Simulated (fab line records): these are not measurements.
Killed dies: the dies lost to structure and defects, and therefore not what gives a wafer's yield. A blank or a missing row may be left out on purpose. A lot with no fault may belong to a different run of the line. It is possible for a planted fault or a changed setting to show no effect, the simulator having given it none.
What tool caused it? :: flow sky130 :: 20 wafers from 7 lots sampled at 2 of the route's 708 steps

== WHAT THE GAUGES SHOWED, per wafer ==
SKY_VT_ADJUST_LVTN_OVL_MEAS_07.
lot: L927
measured: day 7 16:08
on: overlay-02
VT_ADJUST_LVTN_OVL (nm): -1.2 -2.6 -1.4

lot: L930
measured: day 8 07:25
on: overlay-01
VT_ADJUST_LVTN_OVL (nm): 3.4 1.9 1.1

lot: L932
measured: day 8 16:35
on: overlay-01
VT_ADJUST_LVTN_OVL (nm): 3.6 2.6 0.1

lot: L934
measured: day 9 05:26
on: overlay-02
VT_ADJUST_LVTN_OVL (nm): 0.4 0.1 1.1

lot: L936
measured: day 9 23:52
on: overlay-01
VT_ADJUST_LVTN_OVL (nm): -0.8 0.3 2.2

lot: L940
measured: day 11 01:02
on: overlay-01
VT_ADJUST_LVTN_OVL (nm): 0.9 -0.1 -0.3

lot: L949
measured: day 13 12:00
on: overlay-02
VT_ADJUST_LVTN_OVL (nm): - -

== WHAT TOOL EACH LOT RAN ON (gives the tool, then ch and the chambers of the sampled wafers, and finally the start) ==
lot: L927
SKY_VT_ADJUST_LVTN_DEVELOP_06: litho_track-03 ch 0, day 7 15:00

lot: L930
SKY_VT_ADJUST_LVTN_DEVELOP_06: litho_track-04 ch 0, day 8 07:00

lot: L932
SKY_VT_ADJUST_LVTN_DEVELOP_06: litho_track-03 ch 0, day 8 16:00

lot: L934
SKY_VT_ADJUST_LVTN_DEVELOP_06: litho_track-03 ch 0, day 9 05:00

lot: L936
SKY_VT_ADJUST_LVTN_DEVELOP_06: litho_track-02 ch 0, day 9 23:00

lot: L940
SKY_VT_ADJUST_LVTN_DEVELOP_06: litho_track-03 ch 0, day 11 00:00

lot: L949
SKY_VT_ADJUST_LVTN_DEVELOP_06: litho_track-03 ch 0, day 13 11:00
- SKY_VT_ADJUST_LVTN_DEVELOP_06: develop time 60 s.

== THE ANSWER, worked out from the rows above alone ==
Rule: what is usual is taken from the lots themselves. The widest of any qualifying gaps counts: lots, ordered by their means at a reading, are off when they make up no more than a third of the lots, leave a main group of 4 or more, and stand apart from it by 3 or more times the standard deviation of that group's means. The tables above print the reading to a certain number of digits; a main group whose means all agree to those digits is not used. Also off: a lot with no number at a reading for which 4 or more lots have one. Where the step has rows for the other lots, those lots are counted as sound.
Off: L949, at SKY_VT_ADJUST_LVTN_OVL_MEAS_07 (VT_ADJUST_LVTN_OVL). Without a number there: L949. Mean 0.6 nm and standard deviation 1.3 in the main group.
If a tool, at a process step before that reading, ran all the lots that are off and no sound lot after the first of them, it fits. The gauges at SKY_VT_ADJUST_LVTN_OVL_MEAS_07 are tried like those tools. This does not decide it: 2 tools fit, namely litho_track-03 at SKY_VT_ADJUST_LVTN_DEVELOP_06 and overlay-02 at SKY_VT_ADJUST_LVTN_OVL_MEAS_07.

== WHAT HAD BEEN PUT IN BY THE SIMULATOR ==
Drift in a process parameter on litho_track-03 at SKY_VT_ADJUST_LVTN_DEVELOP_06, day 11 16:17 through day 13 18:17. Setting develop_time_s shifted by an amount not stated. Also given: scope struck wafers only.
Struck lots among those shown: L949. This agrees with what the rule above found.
